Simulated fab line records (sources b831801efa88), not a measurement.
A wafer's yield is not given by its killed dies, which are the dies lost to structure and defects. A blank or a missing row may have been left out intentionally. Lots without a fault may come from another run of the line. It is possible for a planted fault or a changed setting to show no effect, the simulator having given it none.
A struck lot beside a sound one :: flow sky130 :: 26 steps out of a route of 708
Sound: wafers L947.1, L947.5, L947.6. Struck: wafers L962.4, L962.5, L962.6. Last of all comes the cause.
Each step with rows lists, per side, the tool, then ch with its chambers, then its first start. Under that, the readings that differ: sound wafers :: struck wafers :: difference of the means :: sigmas: that difference in standard deviations of wafers without a fault.
alike: same words and numbers on both sides, and readings whose means sit less than 2 such deviations apart. not compared: any withheld reading, any reading some wafer has no value for, any bound like >300 that may hide the same value, and any number with overlapping values for which the record gives no deviation.
The two part at a step that has a row with sigmas, a row that says differs or no value, or rows on one side only. When numbers do not overlap yet have no deviation, they are printed without sigmas and do not part them. A reading that every wafer of one side lacks parts them only if that side has two wafers or more.

first, 1 step without rows for these wafers: SKY_VT_ADJUST_LVTN_IMPLANT_08.
SKY_VT_ADJUST_LVTN_STRIP_09: strips in O2/N2.
  sound on plasma-asher-01 ch 0,1, day 8 08:58; struck on plasma-asher-02 ch 0,1, day 12 10:52
  alike: chamber-pressure-mTorr, drypump-motor-current-A, oes-product-au, strip-time-to-endpoint-s
  not compared: rf-hours-counter-h
SKY_VT_ADJUST_LVTN_TW_MEAS_10:
  sound on film-metro-04 at day 8 09:04; struck on film-metro-04 at day 12 10:58
  alike: VT_ADJUST_LVTN_TW
then, 7 steps without rows for these wafers: SKY_VT_ADJUST_LVTN_DEHYDRATE_11 (time 60 s); SKY_VT_ADJUST_LVTN_HMDS_12 (prime time 60 s); SKY_VT_ADJUST_LVTN_COAT_13 (resist thk 1140 nm); SKY_VT_ADJUST_LVTN_SOFTBAKE_14 (time 60 s); SKY_VT_ADJUST_LVTN_EXPOSE_15 (exposes mask HVN STD DERIVED, target cd 600 nm); SKY_VT_ADJUST_LVTN_PEB_16; SKY_VT_ADJUST_LVTN_DEVELOP_17 (develop time 60 s).
SKY_VT_ADJUST_LVTN_OVL_MEAS_18:
  sound on overlay-02 at day 9 06:11; struck on overlay-02 at day 13 11:29
  alike: VT_ADJUST_LVTN_01_OVL
next, for these wafers, 1 step has no rows: SKY_VT_ADJUST_LVTN_IMPLANT_19.
SKY_VT_ADJUST_LVTN_STRIP_20: strips in O2/N2.
  sound on plasma-asher-02 ch 0,1, day 9 06:22; struck on plasma-asher-02 ch 0,1, day 13 11:41
  no value came back on the struck wafers for chamber-pressure-mTorr (mTorr), drypump-motor-current-A (A), oes-product-au (a.u.), strip-time-to-endpoint-s (s); on the sound wafers chamber-pressure-mTorr (mTorr) reads 1498.6 1499.8 1498.5
reading: model.NOVOLAK_of_VT_ADJUST_LVTN_COAT_13.thk-nm (nm)
sound: 0 0 0
struck: 1147 1142 1140
difference: +1143
sigmas: 
  not compared: rf-hours-counter-h
SKY_VT_ADJUST_LVTN_TW_MEAS_21:
  sound on film-metro-01 at day 9 06:28; struck on film-metro-01 at day 13 11:47
  alike: VT_ADJUST_LVTN_2_TW
then, 7 steps without rows for these wafers: SKY_VT_ADJUST_NCORE_DEHYDRATE_00 (time 60 s); SKY_VT_ADJUST_NCORE_HMDS_01 (prime time 60 s); SKY_VT_ADJUST_NCORE_COAT_02 (resist thk 1140 nm); SKY_VT_ADJUST_NCORE_SOFTBAKE_03 (time 60 s); SKY_VT_ADJUST_NCORE_EXPOSE_04 (exposes mask LVTN COMPLEMENT THIN, target cd 380 nm); SKY_VT_ADJUST_NCORE_PEB_05; SKY_VT_ADJUST_NCORE_DEVELOP_06 (develop time 60 s).
SKY_VT_ADJUST_NCORE_CD_MEAS_07 targets a cd of 380 nm.
  sound on cd-sem-01 at day 10 04:54; struck on cd-sem-02 at day 14 14:21
  alike: cd-nm
SKY_VT_ADJUST_NCORE_OVL_MEAS_08:
  sound on overlay-02 at day 10 05:01; struck on overlay-01 at day 14 14:26
  alike: VT_ADJUST_NCORE_OVL
next, for these wafers, 1 step has no rows: SKY_VT_ADJUST_NCORE_IMPLANT_09.
SKY_VT_ADJUST_NCORE_STRIP_10: strips in O2/N2.
  sound on plasma-asher-02 ch 0,1, day 10 05:12; struck on plasma-asher-02 ch 0,1, day 14 14:38
reading: strip-time-to-endpoint-s (s)
sound: 14.18 14.16 14.13
struck: 31.36 31.28 31.25
difference: +17.14
sigmas: +99 or more
  alike: chamber-pressure-mTorr, drypump-motor-current-A, oes-product-au
  not compared: rf-hours-counter-h
SKY_VT_ADJUST_NCORE_TW_MEAS_11:
  sound on film-metro-04 at day 10 05:18; struck on film-metro-01 at day 14 14:57
reading: VT_ADJUST_NCORE_TW
sound: 216.2 217.1 214.0
struck: 30.2 30.1 29.9
difference: -185.7
sigmas: -99 or more
  not compared: hold

WHERE THEY PART
Earliest at SKY_VT_ADJUST_LVTN_STRIP_20; latest, in this record, at SKY_VT_ADJUST_NCORE_TW_MEAS_11.

WHY: whatever the simulator had introduced
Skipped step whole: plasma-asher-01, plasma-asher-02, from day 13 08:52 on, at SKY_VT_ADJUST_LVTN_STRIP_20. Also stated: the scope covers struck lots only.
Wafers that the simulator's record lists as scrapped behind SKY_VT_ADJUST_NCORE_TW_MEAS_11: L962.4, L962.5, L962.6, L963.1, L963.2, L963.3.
